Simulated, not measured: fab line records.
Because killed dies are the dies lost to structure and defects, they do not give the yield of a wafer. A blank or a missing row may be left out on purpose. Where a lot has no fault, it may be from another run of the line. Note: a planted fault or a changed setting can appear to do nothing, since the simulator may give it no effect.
A struck lot beside a sound one ; flow sfq-line ; 14 out of 325 route steps
Sound: the wafers L954.1, L954.3, L954.5. Struck: wafer L957.2. (L957.3 of the same lot was not struck and is left out.) The cause comes at the end.
At each step with rows: each side's tool, then ch and its chambers, then its first start. Under that, the readings that differ: sound wafers ; struck wafers ; difference of the means ; sigmas: that difference in standard deviations of wafers without a fault.
alike: same words and numbers on both sides, and readings whose means sit less than 2 such deviations apart. not compared: any withheld reading, any reading some wafer has no value for, any bound like >300 that may hide the same value, and any number with overlapping values for which the record gives no deviation.
Wherever a step has rows on one side only, a row that says differs or no value, or a row with sigmas, the two part there. Numbers that don't overlap but have no deviation are shown without sigmas and don't part them. A reading missing from all wafers of one side parts the sides only when that side holds two or more wafers.

SFQ_TRILAYER_R5_DEP_SPUTTER_133: material MoNx, target thk 40 nm, time 66.7 s.
  sound: pvd-sputter-03 at day 59 00:19; struck: pvd-sputter-03 at day 59 17:22
  alike: throttle-valve-pct
SFQ_TRILAYER_R5_DEP_SPUTTER_134: material Ti, target thk 5 nm, time 5 s.
  sound: pvd-sputter-03 at day 59 00:22; struck: pvd-sputter-03 at day 59 17:25
  alike: throttle-valve-pct
SFQ_R5_RS_MEAS_933: uses a four-point probe to measure.
  sound: film-metro-03 at day 59 00:23; struck: film-metro-02 at day 59 17:28
  alike: R5_MONX_RS
SFQ_R5_THK_MEAS_934: measures by xrf.
  sound: film-metro-03 at day 59 00:30; struck: film-metro-02 at day 59 17:34
reading;sound;struck;difference;sigmas
R5_MONX_THK (nm);38.0 38.0 38.3;39.2;+1.1;+2
then, 6 steps without rows for these wafers: SFQ_TRILAYER_R5_LITHO_COAT_141 (resist thk 62 nm); SFQ_TRILAYER_R5_LITHO_COAT_136 (resist thk 600 nm); SFQ_TRILAYER_R5_LITHO_SOFTBAKE_140; SFQ_TRILAYER_R5_LITHO_EXPOSE_137 (exposes mask R5, target cd 500 nm); SFQ_TRILAYER_R5_LITHO_PEB_139 (peb time 60 s); SFQ_TRILAYER_R5_LITHO_DEVELOP_138 (time 60 s).
SFQ_R5_OVL_MEAS_935:
  sound: overlay-01 at day 59 12:14; struck: overlay-02 at day 60 16:31
reading;sound;struck;difference;sigmas
R5_OVL (nm);2 3 8;-6;-10;-2
SFQ_TRILAYER_R5_BARC_OPEN_METAL_ETCH_177: etches BARC in O2, target depth 125 nm, time 41.7 s.
  sound on rie-metal-03 ch 0,1, day 59 12:17; struck on rie-metal-04 ch 0, day 60 16:33
  alike: drypump-motor-current-A, oes-product-au, run-length-s
  not compared: rf-hours-counter-h
SFQ_TRILAYER_R5_ETCH_METAL_ETCH_139: etches the open film in Cl2, stops on SiO2, target depth 60 nm, time 40 s.
  sound on rie-metal-03 ch 0,1, day 59 12:20; struck on rie-metal-04 ch 0, day 60 16:37
reading;sound;struck;difference;sigmas
oes-product-au (a.u.);0.985 0.990 0.987;0.938;-0.049;-9
run-length-s (s);68.8 69.1 68.6;73.7;+4.9;+15
model.KrF_of_TRILAYER_R5_LITHO_COAT_136.thk-nm (nm);500 500.7 500.6;495.2;-5.2;
  alike: drypump-motor-current-A
  not compared: rf-hours-counter-h
SFQ_TRILAYER_R5_STRIP_STRIP_140: strips in O2.
  sound on rie-metal-03 ch 0,1, day 59 12:23; struck on rie-metal-04 ch 0, day 60 16:40
  alike: drypump-motor-current-A, oes-product-au
  not compared: rf-hours-counter-h

WHERE THEY PART
Last at SFQ_TRILAYER_R5_ETCH_METAL_ETCH_139 as far as this record goes, first at SFQ_R5_THK_MEAS_934. Later steps at which nothing parts them and some readings are alike: SFQ_TRILAYER_R5_STRIP_STRIP_140.

WHY: whatever the simulator had introduced
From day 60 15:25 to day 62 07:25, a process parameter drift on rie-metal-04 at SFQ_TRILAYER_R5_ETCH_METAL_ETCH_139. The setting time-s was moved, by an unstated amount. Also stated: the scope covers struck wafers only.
